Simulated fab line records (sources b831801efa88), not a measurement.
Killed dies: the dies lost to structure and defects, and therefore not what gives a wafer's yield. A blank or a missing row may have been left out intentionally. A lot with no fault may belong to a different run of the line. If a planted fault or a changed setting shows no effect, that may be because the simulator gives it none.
A lot that was struck, set against a sound lot -- flow sky130 -- 27 out of 708 route steps
Sound: wafers L830.2, L830.4, L830.6. Struck: wafers L837.2, L837.4, L837.6. The cause is given at the end.
Per side, at each step with rows, come the tool, then ch with its chambers, and then its first start. Under that, the readings that differ: sound wafers -- struck wafers -- difference of the means -- sigmas: that difference in standard deviations of wafers without a fault.
alike: a reading whose means differ by less than 2 such deviations, as well as words and numbers matching on both sides. not compared: withheld readings; readings where some wafer has no value; bounds like >300 that might hide an equal value; numbers whose values overlap and for which the record gives no deviation.
The two part at a step that has a row with sigmas, a row that says differs or no value, or rows on one side only. When numbers do not overlap yet have no deviation, they are printed without sigmas and do not part them. Lack of a reading on every wafer of one side parts them only where that side has two or more wafers.

first, 3 steps without rows for these wafers: SKY_LDD_N_EXPOSE_04 (exposes mask NTM, target cd 840 nm); SKY_LDD_N_PEB_05; SKY_LDD_N_DEVELOP_06 (develop time 60 s).
SKY_LDD_N_OVL_MEAS_07:
  sound: overlay-01 at day 18 19:02; struck: overlay-02 at day 21 15:11
  alike: LDD_N_OVL
then, 8 steps without rows for these wafers: SKY_LDD_N_IMPLANT_08; SKY_LDD_N_IMPLANT_09; SKY_LDD_N_IMPLANT_10; SKY_LDD_N_IMPLANT_11; SKY_LDD_N_IMPLANT_12; SKY_LDD_N_IMPLANT_13; SKY_LDD_N_IMPLANT_14; SKY_LDD_N_IMPLANT_15.
SKY_LDD_N_STRIP_16: strips in O2/N2.
  sound on plasma-asher-04 ch 0,1, day 18 20:16; struck on plasma-asher-04 ch 0,1, day 21 16:31
reading,sound,struck,difference,sigmas
chamber-pressure-mTorr (mTorr),1498.6 1497.0 1498.8,1489.7 1478.6 1496.4,-9.9,-7
oes-product-au (a.u.),0.401 0.407 0.407,0.522 0.678 0.568,+0.184,+43
strip-time-to-endpoint-s (s),4.291 4.278 4.279,- - -,no value on the struck wafers,
model.NOVOLAK_of_LDD_N_COAT_02.thk-nm (nm),0 0 0,243.5 242.9 243.2,+243.2,
  alike: drypump-motor-current-A
  not compared: rf-hours-counter-h
SKY_LDD_N_TW_MEAS_17:
  sound: film-metro-02 at day 18 20:23; struck: film-metro-03 at day 21 16:37
  alike: LDD_N_TW
then, 7 steps without rows for these wafers: SKY_LDD_P_DEHYDRATE_00 (time 60 s); SKY_LDD_P_HMDS_01 (prime time 60 s); SKY_LDD_P_COAT_02 (resist thk 1140 nm); SKY_LDD_P_SOFTBAKE_03 (time 60 s); SKY_LDD_P_EXPOSE_04 (exposes mask PSDM, target cd 380 nm); SKY_LDD_P_PEB_05; SKY_LDD_P_DEVELOP_06 (develop time 60 s).
SKY_LDD_P_CD_MEAS_07: the cd target is 380 nm.
  sound: cd-sem-02 at day 20 03:34; struck: cd-sem-01 at day 22 22:43
  alike: cd-nm
SKY_LDD_P_OVL_MEAS_08:
  sound: overlay-02 at day 20 03:41; struck: overlay-01 at day 22 22:50
  alike: LDD_P_OVL
following that, these wafers have no rows for 1 step: SKY_LDD_P_IMPLANT_09.
SKY_LDD_P_STRIP_10: strips in O2/N2.
  sound on plasma-asher-01 ch 0,1, day 20 03:52; struck on plasma-asher-02 ch 0,1, day 22 23:01
reading,sound,struck,difference,sigmas
strip-time-to-endpoint-s (s),14.16 14.20 14.17,17.82 17.82 17.84,+3.65,+99
  alike: chamber-pressure-mTorr, drypump-motor-current-A, oes-product-au
  not compared: rf-hours-counter-h
SKY_LDD_P_TW_MEAS_11:
  sound: film-metro-04 at day 20 03:58; struck: film-metro-04 at day 22 23:07
reading,sound,struck,difference,sigmas
LDD_P_TW,637 640 636,30 30 30,-608,-99 or more
then, 1 step without rows for these wafers: SKY_LDD_HVN_DEHYDRATE_00 (time 60 s).

== WHERE THEY PART ==
Earliest at SKY_LDD_N_STRIP_16; latest, in this record, at SKY_LDD_P_TW_MEAS_11.

WHY: what had been put in by the simulator
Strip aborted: plasma-asher-04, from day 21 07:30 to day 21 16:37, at SKY_LDD_N_STRIP_16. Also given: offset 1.
